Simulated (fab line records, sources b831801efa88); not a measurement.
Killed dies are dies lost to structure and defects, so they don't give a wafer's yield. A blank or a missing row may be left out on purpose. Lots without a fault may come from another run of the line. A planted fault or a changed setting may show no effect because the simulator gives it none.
fab line records | flow sky130
record lots=11 wafers=33 last_day=50
route steps=708 shown METAL5@661 PASSIVATION@681 PAD_OPEN@708
lots that met no fault: from a run of the same line without faults
start_h: hours from the record's first day to the start of the lot's first wafer shown | wait_h: hours since the lot's step before | " the same as in the row above | L1.1+2: a row that stands for several wafers | - no value, or no start given | * or withheld: withheld | < > ~ a bound
route shown NAME@n: a module of which the file shows steps, and the number in the route of the first | usual: mean/standard deviation of fault-free wafers | same: alike in all rows | chamber/n: place in a boat | sites: the reading at each site | _std_site: their standard deviation | _edge_site: outer sites' mean less inner sites' | radius_mm: how far each site lies from the wafer's centre | mask NAME#n: copy n | behind: the tool/chamber that last shaped the wafer | hold: why the lot was held/for how many hours/how that ended | device: the transistor (n, p or np) that didn't switch | end of line: the same wafers' tests at the end of the route | a step without rows: its recipe alone | killed: dies lost to structure and defects at the first sort, not the wafer's yield | map: a wafer's dies, x killed, . not, _ none there
set.NAME: the setting as run; set.NAME@STEP: as run at that earlier step | model.NAME: the simulator's own value behind a step, which no gauge read
steps of the route over a sample of lots; a table a step, a row a wafer
services: from which hour (start_h, from the record's first day; less than 0 if before it) a tool's chamber was out of use, for how many hours, and why
## steps
# step SKY_METAL5_SPUTTER_00
# recipe material=Ti target_thk_nm=15 power_w=3000 time_s=10 chamber_pressure_pa=0.4
# usual throttle_valve_pct=29.6/0.91
# columns lot.wafer tool chamber start_h wait_h throttle_valve_pct
L256.2 pvd_sputter-01 - 1014.68 0.2 29.4
L256.4 " - " " 30.9
L256.5 " - " " 31.1
L259.2 pvd_sputter-02 - 1029.97 0.2 28.8
L259.3 " - " " 29.2
L259.6 " - " " 29.3
L260.1 pvd_sputter-03 - 1035.76 0.1 28.5
L260.2 " - " " 28.7
L260.6 " - " " 28.5
L261.3 pvd_sputter-01 - 1055.24 0.1 29.4
L261.4 " - " " 31.2
L261.5 " - " " 29.0
L268.2 pvd_sputter-02 - 1089.44 0.1 28.8
L268.3 " - " " 30.0
L268.5 " - " " 29.7
L271.1 pvd_sputter-01 - 1106.42 0.2 31.1
L271.2 " - " " 29.0
L271.5 " - " " 29.1
L272.4 pvd_sputter-03 - 1106.72 0.2 28.9
L272.5 " - " " 28.3
L272.6 " - " " 28.8
L274.1 pvd_sputter-02 - 1125.25 0.2 29.3
L274.5 " - " " 29.6
L274.6 " - " " 30.3
L276.2 pvd_sputter-03 - 1133.87 0.2 31.0
L276.5 " - " " 30.5
L276.6 " - " " 29.2
L275.1 pvd_sputter-01 - 1135.49 0.2 29.1
L275.4 " - " " 29.2
L275.5 " - " " 31.0
L277.2 pvd_sputter-03 - 1144.77 0.2 29.3
L277.3 " - " " 30.7
L277.6 " - " " 30.7
# step SKY_METAL5_METAL_ETCH_15
# recipe target_depth_a=12600 stop_on=SiO2 over_etch_frac=0.2 time_s=252 chemistry=Cl2/BCl3 resist_sidewall_deg=86 pressure_mtorr=10 icp_w=900 bias_w=48.5 Cl2_flow_sccm=60 bcl3_flow_sccm=30
# usual drypump_motor_current_A=5.9/0.32 oes_product_au=0.894/0.0055 over_etch_frac=0.2/0 throttle_valve_pct=22.264/0.0093
# columns lot.wafer tool chamber start_h wait_h drypump_motor_current_A oes_product_au over_etch_frac rf_hours_counter_h throttle_valve_pct
L256.2 rie_metal-01 1 1037.82 0.0 5.5 0.900 0.2 2 22.264
L256.4 " 0 " " 6.1 0.893 0.2 - 22.269
L256.5 " 1 " " 5.5 0.893 0.2 - 22.273
L259.2 rie_metal-01 1 1052.03 0.0 5.5 0.896 0.2 3 22.259
L259.3 " 0 " " 6.0 0.899 0.2 - 22.267
L259.6 " 1 " " 5.5 0.902 0.2 - 22.256
L260.1 rie_metal-01 0 1058.13 0.0 6.0 0.823 0.41365 8 22.270
L260.2 " 1 " " 5.5 0.899 0.2 4 22.250
L260.6 " 0 " " 6.0 0.818 0.41365 - 22.253
L261.3 rie_metal-01 0 1076.16 0.1 6.0 0.821 0.41365 - 22.257
L261.4 " 1 " " 5.5 0.887 0.2 - 22.271
L261.5 " 1 " " 5.5 0.906 0.2 - 22.272
L268.2 rie_metal-02 0 1109.88 0.0 6.0 0.893 0.2 27 22.252
L268.3 " 1 " " 5.6 0.893 0.2 - 22.256
L268.5 " 0 " " 6.0 0.890 0.2 - 22.267
L271.1 rie_metal-02 0 1126.68 0.0 6.0 0.889 0.2 29 22.262
L271.2 " 1 " " 5.6 0.894 0.2 4 22.248
L271.5 " 0 " " 6.0 0.890 0.2 - 22.258
L272.4 rie_metal-03 1 1126.91 0.1 6.4 0.896 0.2 - 22.270
L272.5 " 0 " " 5.9 0.889 0.2 - 22.263
L272.6 " 1 " " 6.4 0.882 0.2 - 22.248
L274.1 rie_metal-02 0 1143.97 0.0 6.0 0.896 0.2 31 22.248
L274.5 " 0 " " 6.0 0.899 0.2 - 22.268
L274.6 " 1 " " 5.6 0.894 0.2 - 22.273
L276.2 rie_metal-02 1 1152.48 0.1 5.6 0.892 0.2 - 22.259
L276.5 " 1 " " 5.6 0.889 0.2 - 22.256
L276.6 " 1 " " 5.6 0.887 0.2 - 22.261
L275.1 rie_metal-02 1 1154.50 0.1 5.6 0.897 0.2 7 22.253
L275.4 " 1 " " 5.6 0.899 0.2 - 22.262
L275.5 " 1 " " 5.6 0.906 0.2 - 22.261
L277.2 rie_metal-02 1 1162.24 0.1 5.6 0.893 0.2 - 22.282
L277.3 " 1 " " 5.6 0.894 0.2 - 22.265
L277.6 " 1 " " 5.6 0.892 0.2 - 22.244
# step SKY_METAL5_STRIP_16
# recipe chemistry=O2/N2 power_w=1400 pressure_mtorr=1500 platen_temp_c=withheld o2_flow_sccm=3000 n2_flow_sccm=300 overash_fraction=0.5
# usual drypump_motor_current_A=5.4/0.47 n2_flow_sccm=299.9/0.87 oes_product_au=0.711/0.0045 strip_time_to_endpoint_s=13.04/0.18
# columns lot.wafer tool chamber start_h wait_h drypump_motor_current_A n2_flow_sccm oes_product_au rf_hours_counter_h strip_time_to_endpoint_s
L256.2 plasma_asher-02 1 1038.05 0.2 5.2 299.2 0.707 62 13.02
L256.4 " 0 " " 5.2 300.5 0.715 - 13.27
L256.5 " 0 " " 5.2 299.0 0.712 - 13.05
L259.2 plasma_asher-01 1 1052.27 0.2 5.4 301.3 0.709 87 13.12
L259.3 " 0 " " 5.9 300.0 0.708 - 13.23
L259.6 " 0 " " 5.9 300.8 0.709 - 12.99
L260.1 plasma_asher-04 0 1058.37 0.2 4.8 299.8 0.708 34 11.80
L260.2 " 1 " " 6.1 298.4 0.709 34 13.11
L260.6 " 1 " " 6.1 298.3 0.714 - 11.76
L261.3 plasma_asher-04 0 1076.35 0.1 4.8 300.8 0.709 - 11.82
L261.4 " 1 " " 6.1 299.9 0.714 - 13.07
L261.5 " 0 " " 4.8 300.3 0.712 - 13.13
L268.2 plasma_asher-02 1 1110.12 0.2 5.1 301.2 0.705 70 12.85
L268.3 " 0 " " 5.2 298.6 0.712 - 13.18
L268.5 " 1 " " 5.1 299.4 0.708 - 12.88
L271.1 plasma_asher-02 0 1126.92 0.2 5.2 299.7 0.709 72 12.86
L271.2 " 1 " " 5.1 298.6 0.720 72 13.36
L271.5 " 1 " " 5.1 299.4 0.710 - 12.84
L272.4 plasma_asher-04 1 1127.10 0.1 6.1 299.2 0.716 - 12.86
L272.5 " 0 " " 4.8 301.1 0.716 - 13.20
L272.6 " 1 " " 6.1 299.6 0.703 - 12.78
L274.1 plasma_asher-04 1 1144.20 0.2 6.1 300.2 0.712 42 12.78
L274.5 " 1 " " 6.1 300.2 0.712 - 12.83
L274.6 " 0 " " 4.9 299.6 0.706 - 13.23
L276.2 plasma_asher-01 0 1152.87 0.3 5.9 299.4 0.706 96 13.16
L276.5 " 1 " " 5.4 299.8 0.718 - 13.21
L276.6 " 0 " " 5.9 300.0 0.700 - 13.25
L275.1 plasma_asher-02 0 1154.97 0.4 5.2 300.6 0.708 74 13.20
L275.4 " 1 " " 5.1 300.1 0.708 - 13.24
L275.5 " 0 " " 5.2 299.9 0.710 - 13.23
L277.2 plasma_asher-01 1 1162.64 0.3 5.3 300.9 0.718 97 13.30
L277.3 " 1 " " 5.4 301.3 0.708 - 13.25
L277.6 " 1 " " 5.3 300.4 0.713 - 13.25
# step SKY_PASSIVATION_CVD_00
# recipe material=SiO2 target_thk_nm=90 temp_c=400 time_s=withheld rf_w=600
# usual heater_power_w=651/84
# columns lot.wafer tool chamber start_h wait_h heater_power_w
L256.2 pecvd-03 0 1038.64 0.0 552
L256.4 " 1 " " 632
L256.5 " 0 " " 554
L259.2 pecvd-03 2 1052.86 0.0 716
L259.3 " 1 " " 645
L259.6 " 0 " " 585
L260.1 pecvd-03 2 1058.99 0.0 665
L260.2 " 0 " " 475
L260.6 " 2 " " 618
L261.3 pecvd-04 1 1077.01 0.0 670
L261.4 " 0 " " 733
L261.5 " 1 " " 653
L268.2 pecvd-04 0 1110.71 0.0 601
L268.3 " 1 " " 645
L268.5 " 2 " " 577
L271.1 pecvd-04 2 1127.51 0.0 516
L271.2 " 0 " " 681
L271.5 " 0 " " 666
L272.4 pecvd-01 1 1127.67 0.0 666
L272.5 " 0 " " 497
L272.6 " 2 " " 791
L274.1 pecvd-04 1 1144.79 0.0 608
L274.5 " 1 " " 605
L274.6 " 2 " " 566
L276.2 pecvd-03 0 1153.66 0.0 566
L276.5 " 2 " " 716
L276.6 " 0 " " 565
L275.1 pecvd-04 2 1156.06 0.0 513
L275.4 " 1 " " 655
L275.5 " 0 " " 676
L277.2 pecvd-03 1 1163.66 0.0 735
L277.3 " 2 " " 761
L277.6 " 1 " " 740
# step SKY_PASSIVATION_CVD_02
# recipe material=Si3N4 target_thk_nm=540 temp_c=400 time_s=withheld rf_w=450
# usual heater_power_w=693/79
# columns lot.wafer tool chamber start_h wait_h heater_power_w
L256.2 pecvd-04 0 1038.72 0.0 700
L256.4 " 2 " " 627
L256.5 " 1 " " 577
L259.2 pecvd-01 2 1052.94 0.0 786
L259.3 " 0 " " 581
L259.6 " 0 " " 617
L260.1 pecvd-01 2 1059.07 0.1 725
L260.2 " 1 " " 676
L260.6 " 0 " " 673
L261.3 pecvd-01 0 1077.09 0.0 644
L261.4 " 0 " " 536
L261.5 " 2 " " 795
L268.2 pecvd-03 0 1110.79 0.0 658
L268.3 " 1 " " 729
L268.5 " 0 " " 668
L271.1 pecvd-03 1 1127.59 0.1 689
L271.2 " 0 " " 633
L271.5 " 1 " " 729
L272.4 pecvd-04 0 1127.85 0.1 744
L272.5 " 1 " " 722
L272.6 " 2 " " 636
L274.1 pecvd-01 1 1144.88 0.1 723
L274.5 " 2 " " 702
L274.6 " 0 " " 656
L276.2 pecvd-01 2 1153.75 0.0 809
L276.5 " 1 " " 732
L276.6 " 0 " " 584
L275.1 pecvd-03 0 1156.14 0.1 645
L275.4 " 1 " " 838
L275.5 " 2 " " 792
L277.2 pecvd-01 2 1163.74 0.0 832
L277.3 " 0 " " 657
L277.6 " 2 " " 684
# step SKY_PAD_OPEN_PROBE_99
# usual defect_limited_yield=82.7/2 killed_at_M0_to_M3=42/6.7 killed_at_M4_up=3.3/2.1 killed_at_contacts=24/5.1 killed_at_front_end=15/4.6 killed_at_other=0.3/0.58 killed_dies=85/9.9 killed_open=46/6.9 killed_short=38/7 sort_bin_3_pad_short=0.9/0.43 sort_bin_5_function=10.1/1.4 sort_bin_6_memory=6.4/1.2 sort_n_pass=407/9.9 sort_yield_pct=82.7/2
# same gross_dies=492 killed_at_back_side=0 sort_bin_4_leakage[%]=0 sort_bin_8_speed[%]=0
# columns lot.wafer tool chamber start_h wait_h defect_limited_yield[%] killed_at_M0_to_M3 killed_at_M4_up killed_at_contacts killed_at_front_end killed_at_other killed_dies killed_open killed_short sort_bin_3_pad_short[%] sort_bin_5_function[%] sort_bin_6_memory[%] sort_n_pass sort_yield_pct[%]
L268.2 prober-01 - 1152.72 0.1 84.1 37 2 29 10 0 78 46 31 0.2 8.7 6.9 414 84.1
L268.3 prober-01 - 1152.77 0.2 80.7 58 4 21 11 1 95 53 41 1.2 10.4 7.7 397 80.7
L268.5 prober-01 - 1152.87 0.2 86.2 33 3 20 10 2 68 32 36 0.6 7.5 5.7 424 86.2
L272.4 prober-01 - 1167.47 0.2 82.9 39 3 25 16 1 84 44 40 1.0 9.3 6.7 408 82.9
L272.5 prober-01 - 1167.52 0.2 80.3 43 3 28 23 0 97 55 41 1.2 9.1 9.3 395 80.3
L272.6 prober-01 - 1167.57 0.2 83.7 35 2 24 19 0 80 45 35 1.0 8.7 6.5 412 83.7
# killed by level:class
L268.2 CONTACT:geometric_particle:open=13 LI_CONTACT:geometric_particle:open=8 METAL1:geometric_particle:short=7 VIA1:geometric_particle:open=7 VIA2:geometric_particle:open=6 LOCAL_INTERCONNECT:geometric_particle:short=4 METAL2:geometric_particle:short=4 POLY_GATE:geometric_particle:short=3
L268.3 VIA1:geometric_particle:open=15 CONTACT:geometric_particle:open=10 VIA2:geometric_particle:open=9 VIA2:geometric_particle:short=8 VIA3:geometric_particle:open=7 METAL2:geometric_particle:short=6 CONTACT:geometric_particle:short=5 POLY_GATE:geometric_particle:short=4
L268.5 CONTACT:geometric_particle:open=6 VIA3:geometric_particle:open=6 LI_CONTACT:geometric_particle:open=5 METAL1:geometric_particle:short=5 VIA2:geometric_particle:open=5 LI_CONTACT:geometric_particle:short=4 METAL2:geometric_particle:short=4 POLY_GATE:geometric_particle:open=3
L272.4 VIA1:geometric_particle:open=13 CONTACT:geometric_particle:open=10 LI_CONTACT:geometric_particle:open=7 METAL1:geometric_particle:short=6 POLY_GATE:geometric_particle:short=5 VIA2:geometric_particle:open=5 FIELD_ISO:geometric_particle:short=4 VIA3:geometric_particle:open=4
L272.5 VIA1:geometric_particle:open=15 FIELD_ISO:geometric_particle:open=9 LI_CONTACT:geometric_particle:open=8 CONTACT:geometric_particle:short=8 FIELD_ISO:geometric_particle:short=7 VIA2:geometric_particle:open=7 CONTACT:geometric_particle:open=6 LOCAL_INTERCONNECT:geometric_particle:short=4
L272.6 CONTACT:geometric_particle:open=10 VIA1:geometric_particle:open=10 LI_CONTACT:geometric_particle:open=7 FIELD_ISO:geometric_particle:short=6 VIA3:geometric_particle:short=6 VIA1:geometric_particle:short=5 METAL1:geometric_particle:short=5 POLY_GATE:geometric_particle:open=4
## services
# columns tool chamber start_h hours kind
pvd_sputter-02 - 995.14 1.4 repair
pvd_sputter-03 - 997.14 12.2 repair
pecvd-01 1 999.38 - clean
pecvd-01 1 999.38 - consumable_replace:showerhead
pecvd-01 1 999.38 29.0 scheduled_down
pecvd-01 1 999.38 29.0 vent_cycle
pvd_sputter-01 - 1002.17 5.9 repair
pecvd-04 2 1022.26 2.1 scheduled_down
pvd_sputter-01 - 1028.30 3.0 repair
pecvd-01 2 1028.38 16.5 scheduled_down
pecvd-03 - 1041.22 5.5 pm
pecvd-04 - 1048.81 0.6 repair
rie_metal-02 1 1055.15 - clean
rie_metal-02 1 1055.15 21.0 scheduled_down
pecvd-03 0 1062.23 2.1 scheduled_down
rie_metal-02 - 1068.22 0.7 repair
pecvd-04 2 1076.64 16.5 scheduled_down
plasma_asher-01 - 1088.08 15.6 repair
pecvd-03 1 1089.83 4.0 repair
rie_metal-02 - 1123.47 0.9 repair
pecvd-01 0 1130.14 5.5 scheduled_down
pecvd-03 1 1148.61 5.8 repair
pecvd-04 - 1151.50 4.3 pm
pecvd-01 - 1154.04 4.6 repair
## key
first_sign step=SKY_METAL5_METAL_ETCH_15 reading=over_etch_frac direction=up sigmas=99+ usual=0.2 struck=0.41365
effect step=SKY_METAL5_METAL_ETCH_15 reading=oes_product_au direction=down sigmas=13 usual=0.894 struck=0.821
effect step=SKY_METAL5_STRIP_16 reading=strip_time_to_endpoint_s direction=down sigmas=6.8 usual=* struck=*
met_at SKY_METAL5_METAL_ETCH_15
struck_lots L260,L261
struck_wafers L260.1,L260.6,L261.3
not_acting_at SKY_METAL5_SPUTTER_00,SKY_PASSIVATION_CVD_00,SKY_PASSIVATION_CVD_02
onset_between 1052.03 1058.13
fault kind=process_parameter_drift tool=rie_metal-01 chamber=0 onset_h=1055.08 steps=SKY_METAL5_METAL_ETCH_15 channel=over_etch_frac offset=0.21365 shape=step end_h=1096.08 acts_in=these_recipes_only stated=0.2
